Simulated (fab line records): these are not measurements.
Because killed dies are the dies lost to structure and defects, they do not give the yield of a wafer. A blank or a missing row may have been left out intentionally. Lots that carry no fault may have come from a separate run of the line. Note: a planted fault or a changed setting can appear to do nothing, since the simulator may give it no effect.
Lot-split experiment | flow sky130 | on a route of 708 steps: 5 lots, 23 wafers read

== SPLIT DETAILS ==
At SKY_NWELL_IMPLANT_11, the setting dose_cm2 was moved away from the recipe's 1.9e+13 on 6 of the 23 wafers read, by -3.6% to -2.7%. For the rest of the wafers, this setting stayed at what the recipe calls for.

== FROM THE SPLIT TO THE READING: what the file shows between them, 11 steps ==
- SKY_NWELL_IMPLANT_12
- SKY_NWELL_IMPLANT_13
- SKY_NWELL_STRIP_14: strips in O2/N2
- SKY_NWELL_SOFTBAKE_19 (also split here: temp_c)
- SKY_NWELL_EXPOSE_20: exposes mask NWM COMPLEMENT, target cd 840 nm
- SKY_NWELL_PEB_21
- SKY_NWELL_DEVELOP_22: develop time 60 s
- SKY_NWELL_IMPLANT_24 (also split here: dose_cm2)
- SKY_NWELL_STRIP_25: strips in O2/N2
- SKY_NWELL_CLEAN_27: cleans in SC1/SC2, time 150 s
- SKY_NWELL_RTA_28: time 30 s

== THE READING ==
NWELL_RS (ohm/sq), read at SKY_NWELL_RS_MEAS_29 with a four-point probe. Fault-free wafers of this fab line usually give 624.2 ohm/sq, standard deviation 1.7 ohm/sq.

wafer  | tool, chamber at the split | dose_cm2 as run | against the recipe | NWELL_RS, ohm/sq | against lot-mates on the recipe
L074.1 | implanter-02, 0            | 1.834e+13       | -3.5%              | 638.9            | +14.2
L074.2 | implanter-02, 0            | 1.9e+13         | recipe             | 626.9            | -
L074.3 | implanter-02, 0            | 1.834e+13       | -3.5%              | 636.2            | +11.5
L074.4 | implanter-02, 0            | 1.9e+13         | recipe             | 624.2            | -
L074.5 | implanter-02, 0            | 1.9e+13         | recipe             | 623.1            | -
L075.1 | implanter-01, 0            | 1.832e+13       | -3.6%              | 639.7            | +15.3
L075.2 | implanter-01, 0            | 1.9e+13         | recipe             | 624.2            | -
L075.3 | implanter-01, 0            | 1.832e+13       | -3.6%              | 638.1            | +13.7
L075.4 | implanter-01, 0            | 1.9e+13         | recipe             | 623.4            | -
L075.5 | implanter-01, 0            | 1.9e+13         | recipe             | 625.5            | -
L077.1 | implanter-01, 0            | 1.9e+13         | recipe             | 625.3            | -
L077.2 | implanter-01, 0            | 1.9e+13         | recipe             | 626.1            | -
L077.3 | implanter-01, 0            | 1.849e+13       | -2.7%              | 633.7            | +8.0
L077.5 | implanter-01, 0            | 1.9e+13         | recipe             | 625.6            | -
L077.6 | implanter-01, 0            | 1.849e+13       | -2.7%              | 635.5            | +9.8
L078.3 | implanter-04, 0            | 1.9e+13         | recipe             | 626.5            | -
L078.4 | implanter-04, 0            | 1.9e+13         | recipe             | 625.4            | -
L078.5 | implanter-04, 0            | 1.9e+13         | recipe             | 625.5            | -
L080.1 | implanter-01, 0            | 1.9e+13         | recipe             | 624.1            | -
L080.2 | implanter-01, 0            | 1.9e+13         | recipe             | 623.7            | -
L080.3 | implanter-01, 0            | 1.9e+13         | recipe             | 625.7            | -
L080.4 | implanter-01, 0            | 1.9e+13         | recipe             | 623.2            | -
L080.5 | implanter-01, 0            | 1.9e+13         | recipe             | 624.7            | -

FIT RESULTS
A straight line over all 23 wafers: NWELL_RS changes by -3.75 ohm/sq for each +1% of dose_cm2; r = -0.98; the points scatter about the line by 1.2 ohm/sq.
The same after taking each lot's own level away (the mean of its wafers on the recipe; 23 wafers): -3.77 ohm/sq for each +1%; r = -0.98; scatter 1.1 ohm/sq.
On that fit, the largest move of dose_cm2 shifts the reading by 13 ohm/sq.
Across the lots, their own levels run from 624.28 to 625.80 ohm/sq, a range of 0.9 times the standard deviation given above.
The two slopes are in agreement: the lot-to-lot level therefore moves the slope only a little.
Check: +13 ohm/sq against its lot-mates is what the line predicts for one of the wafers moved furthest among these (-3.6%) when that wafer is left out of the fit. Against them it came out at +15.3 ohm/sq.

== FURTHER SPLITS ON THESE WAFERS ==
Other splits were also applied to these wafers ahead of the reading. Each is held against what the fit with the lots' levels taken away leaves over:
other split on the same wafers       | wafers away from the commonest value | r with NWELL_RS (lot level and that fit taken away)
SKY_FIELD_ISO_OXIDATION_01 temp_c    | 15                                   | -0.13
SKY_FIELD_ISO_COAT_08 spin_rpm       | 12                                   | +0.18
SKY_FIELD_ISO_OXIDATION_22 ox_time_s | 15                                   | +0.09
SKY_NWELL_OXIDATION_01 ox_time_s     | 18                                   | -0.20
SKY_DNWELL_COAT_02 resist_thk_nm     | 8                                    | -0.07
SKY_NWELL_COAT_05 spin_rpm           | 5                                    | -0.05
SKY_NWELL_SOFTBAKE_19 temp_c         | 9                                    | +0.22
SKY_NWELL_IMPLANT_24 dose_cm2        | 8                                    | -0.46

== THE FILE'S OWN FIT ==
NWELL_RS changes by -3.75 ohm/sq for each +1% of dose_cm2, r = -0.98.
